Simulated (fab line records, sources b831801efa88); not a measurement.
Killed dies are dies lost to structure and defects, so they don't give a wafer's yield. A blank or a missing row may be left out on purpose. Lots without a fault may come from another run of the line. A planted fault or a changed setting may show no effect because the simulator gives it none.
Which tool did it? | flow sky130 | 13 lots, 39 wafers sampled, at 7 steps of a route of 708

WHAT THE GAUGES READ, wafer by wafer
SKY_PWDE_TW_MEAS_10. Usual: PWDE_TW 371.7, standard deviation 2.8.
lot  | measured    | on            | PWDE_TW           | flag
L971 | day 4 13:46 | film_metro-02 | 367.3 366.8 368.4 |
L972 | day 4 21:38 | film_metro-04 | 375.9 374.6 376.0 |
L973 | day 5 03:04 | film_metro-02 | 370.9 371.8 371.4 |
L974 | day 5 07:46 | film_metro-01 | 371.4 371.7 369.7 |
L975 | day 5 14:04 | film_metro-01 | 370.3 370.3 370.4 |
L976 | day 5 17:10 | film_metro-01 | 370.2 368.1 369.4 |
L978 | day 6 03:53 | film_metro-01 | 368.7 369.3 369.0 |
L979 | day 6 13:45 | film_metro-02 | 368.3 368.9 370.4 |
L980 | day 6 21:34 | film_metro-01 | 369.1 369.8 368.8 |
L981 | day 7 03:01 | film_metro-02 | 369.7 368.4 370.8 |
L983 | day 7 06:50 | film_metro-01 | 369.7 367.2 371.1 |
L987 | day 8 09:48 | film_metro-04 | 377.0 376.6 374.8 |
L991 | day 9 05:24 | film_metro-02 | 371.0 369.0 369.5 |

SKY_LOCAL_INTERCONNECT_RS_MEAS_01: measures by four-point-probe. Usual: LOCAL_INTERCONNECT_TIN_RS 14.12 ohm/sq, standard deviation 0.17.
lot  | measured     | on            | LOCAL_INTERCONNECT_TIN_RS (ohm/sq) | flag
L971 | day 30 06:20 | film_metro-04 | 13.96 14.18 13.92                  |
L972 | day 30 23:41 | film_metro-01 | 14.10 13.93 13.97                  |
L973 | day 31 07:12 | film_metro-03 | 14.03 14.07 14.10                  |
L974 | day 31 08:27 | film_metro-03 | 14.40 14.35 14.08                  |
L975 | day 31 13:07 | film_metro-01 | 14.24 14.03 14.16                  |
L976 | day 31 19:25 | film_metro-01 | 14.05 14.08 14.41                  |
L978 | day 32 08:06 | film_metro-01 | 13.90 13.89 13.97                  |
L979 | day 33 04:57 | film_metro-03 | 14.22 13.84 14.00                  |
L980 | day 33 13:01 | film_metro-04 | 14.37 14.38 14.69                  |
L981 | day 33 18:36 | film_metro-03 | 13.96 13.92 13.86                  |
L983 | day 34 00:22 | film_metro-03 | 14.33 14.12 13.32                  |
L987 | day 35 10:53 | film_metro-03 | 14.13 14.10 14.22                  |
L991 | day 36 12:46 | film_metro-03 | 13.85 13.96 14.16                  |

SKY_LOCAL_INTERCONNECT_THK_MEAS_02: measures by xrf. Usual: LOCAL_INTERCONNECT_TIN_THK 97.5 nm, standard deviation 1.3.
lot  | measured     | on            | LOCAL_INTERCONNECT_TIN_THK (nm) | flag
L971 | day 30 06:26 | film_metro-04 | 98.9 97.3 98.4                  |
L972 | day 30 23:49 | film_metro-01 | 98.5 99.1 99.2                  |
L973 | day 31 07:18 | film_metro-03 | 97.5 97.4 96.9                  |
L974 | day 31 08:33 | film_metro-03 | 95.4 95.2 97.3                  |
L975 | day 31 13:14 | film_metro-01 | 97.1 98.0 97.2                  |
L976 | day 31 19:31 | film_metro-01 | 97.9 98.0 95.5                  |
L978 | day 32 08:13 | film_metro-01 | 99.5 99.5 98.5                  |
L979 | day 33 05:04 | film_metro-03 | 96.7 98.7 97.6                  |
L980 | day 33 13:08 | film_metro-04 | 95.9 95.6 93.3                  |
L981 | day 33 18:43 | film_metro-03 | 98.3 97.9 99.2                  |
L983 | day 34 00:29 | film_metro-03 | 94.9 96.8 102.2                 |
L987 | day 35 10:59 | film_metro-03 | 96.9 97.3 96.6                  |
L991 | day 36 12:53 | film_metro-03 | 99.2 98.5 97.4                  |

SKY_METAL2_OVL_MEAS_16. Usual: METAL2_OVL -1 nm, standard deviation 4.9.
lot  | measured     | on         | METAL2_OVL (nm) | flag
L971 | day 36 05:21 | overlay-02 | 10 3 -1         |
L972 | day 36 20:24 | overlay-02 | 1 7 1           |
L973 | day 37 02:34 | overlay-02 | -6 1 -1         |
L974 | day 37 04:46 | overlay-01 | -1 0 3          |
L975 | day 37 08:58 | overlay-01 | -2 3 4          |
L976 | day 37 15:58 | overlay-01 | 1 11 -2         |
L978 | day 38 01:58 | overlay-01 | 2 4 0           |
L979 | day 38 21:17 | overlay-02 | -2 0 3          |
L980 | day 39 06:19 | overlay-02 | -11 1 -14       |
L981 | day 39 10:40 | overlay-01 | -1 -4 0         |
L983 | day 39 17:11 | overlay-02 | -17 -7 -5       |
L987 | day 41 00:10 | overlay-02 | -1 -7 -4        |
L991 | day 41 23:38 | overlay-02 | 1 2 -12         |

WHICH TOOL RAN EACH LOT (tool, then ch and the chambers of the sampled wafers, then the start)
lot  | SKY_VT_ADJUST_HVTR_STRIP_10          | SKY_LOCAL_INTERCONNECT_SPUTTER_00 | SKY_LOCAL_INTERCONNECT_METAL_ETCH_14
L971 | plasma_asher-03 ch 0,1, day 10 07:11 | pvd_sputter-01, day 30 06:15      | rie_metal-02 ch 0,1, day 31 10:53
L972 | plasma_asher-02 ch 0,1, day 10 19:26 | pvd_sputter-03, day 30 23:38      | rie_metal-04 ch 0,1, day 32 03:47
L973 | plasma_asher-02 ch 0,1, day 11 01:33 | pvd_sputter-01, day 31 07:05      | rie_metal-03 ch 0,1, day 32 10:32
L974 | plasma_asher-04 ch 0,1, day 11 07:25 | pvd_sputter-02, day 31 08:21      | rie_metal-03 ch 1, day 32 12:08
L975 | plasma_asher-03 ch 0,1, day 11 16:05 | pvd_sputter-01, day 31 13:02      | rie_metal-03 ch 1, day 32 16:43
L976 | plasma_asher-03 ch 0,1, day 11 18:51 | pvd_sputter-01, day 31 19:18      | rie_metal-03 ch 1, day 32 23:10
L978 | plasma_asher-03 ch 0,1, day 12 10:05 | pvd_sputter-01, day 32 08:01      | rie_metal-02 ch 0,1, day 33 11:16
L979 | plasma_asher-02 ch 0,1, day 12 22:23 | pvd_sputter-01, day 33 04:53      | rie_metal-03 ch 1, day 34 07:33
L980 | plasma_asher-04 ch 0,1, day 13 09:11 | pvd_sputter-02, day 33 12:54      | rie_metal-02 ch 0,1, day 34 15:13
L981 | plasma_asher-02 ch 0,1, day 13 15:26 | pvd_sputter-01, day 33 18:32      | rie_metal-04 ch 0,1, day 34 21:26
L983 | plasma_asher-02 ch 0,1, day 13 19:40 | pvd_sputter-01, day 34 00:18      | rie_metal-03 ch 0,1, day 35 03:44
L987 | plasma_asher-04 ch 0,1, day 15 07:40 | pvd_sputter-03, day 35 10:47      | rie_metal-04 ch 0,1, day 36 13:08
L991 | plasma_asher-04 ch 0,1, day 16 12:23 | pvd_sputter-03, day 36 12:42      | rie_metal-02 ch 0,1, day 37 15:16
- SKY_VT_ADJUST_HVTR_STRIP_10: strips in O2/N2.
- SKY_LOCAL_INTERCONNECT_SPUTTER_00: material TiN, target thk 100 nm, time 83.3 s.
- SKY_LOCAL_INTERCONNECT_METAL_ETCH_14: etches TiN in Cl2/BCl3, stops on PSG, target depth 110 nm, time 31.4 s.

WHAT THE TOOLS THEMSELVES READ (means of the sampled wafers that have a number; where no wafer has one, the mark that the record gives instead)
SKY_VT_ADJUST_HVTR_STRIP_10. Usual: drypump_motor_current_A 5.98 A, standard deviation 0.26; n2_flow_sccm 300.1 sccm, standard deviation 0.93; oes_product_au 0.715 a.u., standard deviation 0.0044; strip_time_to_endpoint_s 14.17 s, standard deviation 0.035.
lot  | tool            | drypump_motor_current_A (A) | n2_flow_sccm (sccm) | oes_product_au (a.u.) | strip_time_to_endpoint_s (s) | flag
L971 | plasma_asher-03 | 5.94                        | 300.6               | 0.718                 | 14.14                        |
L972 | plasma_asher-02 | 6.08                        | 301.3               | 0.720                 | 14.22                        |
L973 | plasma_asher-02 | 6.08                        | 300.2               | 0.715                 | 14.12                        |
L974 | plasma_asher-04 | 5.94                        | 300.4               | 0.716                 | 14.16                        |
L975 | plasma_asher-03 | 5.74                        | 301.7               | 0.712                 | 14.23                        |
L976 | plasma_asher-03 | 5.95                        | 299.2               | 0.714                 | 14.16                        |
L978 | plasma_asher-03 | 5.75                        | 300.3               | 0.716                 | 14.17                        |
L979 | plasma_asher-02 | 6.07                        | 301.0               | 0.718                 | 14.14                        |
L980 | plasma_asher-04 | 5.80                        | 300.3               | 0.714                 | 14.18                        |
L981 | plasma_asher-02 | 6.07                        | 299.9               | 0.716                 | 14.15                        |
L983 | plasma_asher-02 | 6.08                        | 299.2               | 0.713                 | 14.14                        |
L987 | plasma_asher-04 | 5.81                        | 298.9               | 0.717                 | 14.21                        |
L991 | plasma_asher-04 | 5.81                        | 299.2               | 0.714                 | 14.14                        |

SKY_LOCAL_INTERCONNECT_SPUTTER_00. Usual: cathode_dc_power_W 6500.2 W, standard deviation 1.1; susceptor_temp_C 299.99 C, standard deviation 0.2; throttle_valve_pct 29.6 %, standard deviation 0.71.
lot  | tool           | cathode_dc_power_W (W) | susceptor_temp_C (C) | throttle_valve_pct (%) | flag
L971 | pvd_sputter-01 | 6500.7                 | 300.01               | 30.1                   |
L972 | pvd_sputter-03 | 6500.5                 | 299.98               | 29.8                   |
L973 | pvd_sputter-01 | 6500.2                 | 299.88               | 28.8                   |
L974 | pvd_sputter-02 | 6500.8                 | 299.84               | 29.4                   |
L975 | pvd_sputter-01 | 6499.9                 | 300.21               | 28.8                   |
L976 | pvd_sputter-01 | 6500.5                 | 299.93               | 30.6                   |
L978 | pvd_sputter-01 | 6500.7                 | 300.00               | 28.7                   |
L979 | pvd_sputter-01 | 6500.3                 | 300.04               | 29.7                   |
L980 | pvd_sputter-02 | 6500.5                 | 300.08               | 29.2                   |
L981 | pvd_sputter-01 | 6499.9                 | 300.01               | 29.8                   |
L983 | pvd_sputter-01 | 6635.2                 | 299.95               | 29.9                   | OFF
L987 | pvd_sputter-03 | 6499.5                 | 299.80               | 30.0                   |
L991 | pvd_sputter-03 | 6501.0                 | 300.01               | 29.7                   |

SKY_LOCAL_INTERCONNECT_METAL_ETCH_14. Usual: drypump_motor_current_A 5.8 A, standard deviation 0.37; oes_product_au 0.943 a.u., standard deviation 0.0078; throttle_valve_pct 21.899 %, standard deviation 0.011.
lot  | tool         | drypump_motor_current_A (A) | oes_product_au (a.u.) | throttle_valve_pct (%) | flag
L971 | rie_metal-02 | 5.4                         | 0.943                 | 21.893                 |
L972 | rie_metal-04 | 5.5                         | 0.949                 | 21.894                 |
L973 | rie_metal-03 | 6.3                         | 0.945                 | 21.906                 |
L974 | rie_metal-03 | 6.0                         | 0.933                 | 21.903                 |
L975 | rie_metal-03 | 6.0                         | 0.940                 | 21.902                 |
L976 | rie_metal-03 | 6.0                         | 0.948                 | 21.901                 |
L978 | rie_metal-02 | 5.6                         | 0.951                 | 21.899                 |
L979 | rie_metal-03 | 6.0                         | 0.940                 | 21.902                 |
L980 | rie_metal-02 | 5.6                         | 0.925                 | 21.919                 |
L981 | rie_metal-04 | 5.5                         | 0.951                 | 21.901                 |
L983 | rie_metal-03 | 6.3                         | 0.949                 | 21.899                 |
L987 | rie_metal-04 | 5.5                         | 0.939                 | 21.897                 |
L991 | rie_metal-02 | 5.6                         | 0.947                 | 21.889                 |

THE ANSWER, worked out from the rows above alone
Rule: a lot is off if the mean of its wafers that have a number lies more than 3 standard deviations from the usual mean. A lot without any number at a reading at which 4 lots or more have one is off too. The other lots that the step has rows for count as sound. The gauges are gone through in route order, then the tools' own readings, and for those a lot's mean is taken as printed above. The first step at which some lot is off is used, and at that step the reading that is off furthest; a lot without a number counts as furthest.
Off: L983, at SKY_LOCAL_INTERCONNECT_SPUTTER_00 (cathode_dc_power_W).
A tool fits if, at that step or a process step before it, it ran every lot that is off, and no sound lot after the first of them. Can't be told from this: 2 tools fit, plasma_asher-02 at SKY_VT_ADJUST_HVTR_STRIP_10, pvd_sputter-01 at SKY_LOCAL_INTERCONNECT_SPUTTER_00.

WHAT THE SIMULATOR HAD PUT IN
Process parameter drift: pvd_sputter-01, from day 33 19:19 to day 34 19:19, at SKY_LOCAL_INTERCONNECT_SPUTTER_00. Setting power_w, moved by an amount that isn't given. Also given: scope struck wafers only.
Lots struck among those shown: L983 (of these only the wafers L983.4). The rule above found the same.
